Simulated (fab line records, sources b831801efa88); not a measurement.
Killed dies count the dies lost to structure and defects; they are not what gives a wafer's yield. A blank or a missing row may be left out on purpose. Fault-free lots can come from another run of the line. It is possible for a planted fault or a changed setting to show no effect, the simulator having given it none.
Chamber matching + flow sky130 + SKY_VIA3_CMP_02 on cmp-02: 4 sister chambers
The step polishes SiO2. 14 wafers are shown with their chamber, then 7 later ones without.

WAFERS WITH THEIR CHAMBER
| wafer  | chamber | motor-current-A (A) | retaining-ring-pressure-frac |
|--------|---------|---------------------|------------------------------|
| L801.1 | 0       | 10.9                | 0.995                        |
| L801.4 | 1       | 11.9                | 1.000                        |
| L801.5 | 2       | 12.0                | 1.000                        |
| L808.1 | 2       | 11.7                | 0.999                        |
| L808.2 | 1       | 10.7                | 1.007                        |
| L808.5 | 3       | 11.4                | 0.997                        |
| L816.3 | 0       | 11.3                | 1.008                        |
| L816.5 | 2       | 11.5                | 0.991                        |
| L816.6 | 3       | 10.9                | 0.996                        |
| L815.1 | 1       | 11.4                | 0.996                        |
| L815.3 | 2       | 11.9                | 1.006                        |
| L815.5 | 0       | 11.2                | 1.001                        |
| L818.1 | 3       | 10.9                | 0.999                        |
| L818.3 | 2       | 11.6                | 0.996                        |

SIGNATURES (averages over the wafers above)
| reading                      | chamber 0 | chamber 1 | chamber 2 | chamber 3 | scatter within a chamber |
|------------------------------|-----------|-----------|-----------|-----------|--------------------------|
| motor-current-A              | 11.133    | 11.333    | 11.740    | 11.067    | 0.339                    |
| retaining-ring-pressure-frac | 1.00133   | 1.00100   | 0.99840   | 0.99733   | 0.00522                  |
Rule: for each reading, subtract the chamber's mean from the wafer's reading, divide by that reading's scatter and square the result; add these up over the readings and take the root, which gives the wafer's distance from the chamber. The wafer belongs to the nearest chamber; if the next one is less than 2 further off, it can't be placed. The scatter is the square root of a quotient: the sum, over the shown wafers, of each reading's squared deviation from its chamber's mean, divided by wafers minus chambers.

WAFERS WHOSE CHAMBER IS MISSING
| wafer  | motor-current-A (A) | retaining-ring-pressure-frac |
|--------|---------------------|------------------------------|
| L818.4 | 11.3                | 1.006                        |
| L819.1 | 11.8                | 0.997                        |
| L819.3 | 12.1                | 1.003                        |
| L819.6 | 10.9                | 0.994                        |
| L821.1 | 10.9                | 1.004                        |
| L821.3 | 10.9                | 0.998                        |
| L821.5 | 10.4                | 1.003                        |

EACH ONE'S CHAMBER
| wafer  | from the rows above               | in truth |
|--------|-----------------------------------|----------|
| L818.4 | can't be placed: 1 or 0 or 3 or 2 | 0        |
| L819.1 | can't be placed: 2 or 1 or 0 or 3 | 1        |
| L819.3 | can't be placed: 2 or 1 or 0 or 3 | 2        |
| L819.6 | can't be placed: 3 or 0 or 1 or 2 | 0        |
| L821.1 | can't be placed: 0 or 3 or 1 or 2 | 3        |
| L821.3 | can't be placed: 3 or 0 or 1 or 2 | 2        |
| L821.5 | can't be placed: 0 or 3 or 1 or 2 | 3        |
Correct placement for 0 of the 7. Unplaceable from these rows: 7, with the true chamber sitting among the candidates in 7. Number placed wrongly: 0.
